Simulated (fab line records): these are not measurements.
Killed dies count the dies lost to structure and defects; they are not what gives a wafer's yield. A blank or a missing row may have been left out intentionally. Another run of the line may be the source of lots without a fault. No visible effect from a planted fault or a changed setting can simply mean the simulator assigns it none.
What tool caused it? -- flow sky130 -- 12 lots (36 wafers sampled), 1 step of a 708-step route

== WHAT EACH GAUGE READ, for each wafer ==
SKY_LI_CONTACT_OVL_MEAS_13.
lot,measured,on,LI_CONTACT_OVL (nm)
L075,day 30 03:40,overlay-02,-2 -3 1
L077,day 30 17:12,overlay-02,-2 -2 -5
L079,day 31 11:46,overlay-01,5 11 12
L081,day 32 12:36,overlay-02,6 -1 -2
L083,day 33 11:02,overlay-01,8 1 0
L086,day 33 21:40,overlay-01,12 4 5
L087,day 34 01:07,overlay-01,-1 0 1
L089,day 34 17:51,overlay-01,-3 -10 -7
L091,day 35 05:28,overlay-02,-4 4 0
L092,day 35 20:54,overlay-01,-4 -5 -7
L095,day 36 11:47,overlay-01,1 -1 2
L097,day 36 23:25,overlay-02,2 -6 -2

== WHAT TOOL EACH LOT RAN ON (gives the tool, then ch and the chambers of the sampled wafers, and finally the start) ==
Record: no process step prior to these readings.

== THE ANSWER, worked out from the rows above alone ==
Rule: the usual values come from the lots themselves. The widest of any qualifying gaps counts: lots, ordered by their means at a reading, are off when they make up no more than a third of the lots, leave a main group of 4 or more, and stand apart from it by 3 or more times the standard deviation of that group's means. The tables above print the reading to a certain number of digits; a main group whose means all agree to those digits is not used. Also off: a lot with no number at a reading for which 4 or more lots have one. Any other lot the step has rows for is counted as sound.
None of the lots is off at any reading shown; this tells nothing.

== WHAT THE SIMULATOR HAD INSERTED ==
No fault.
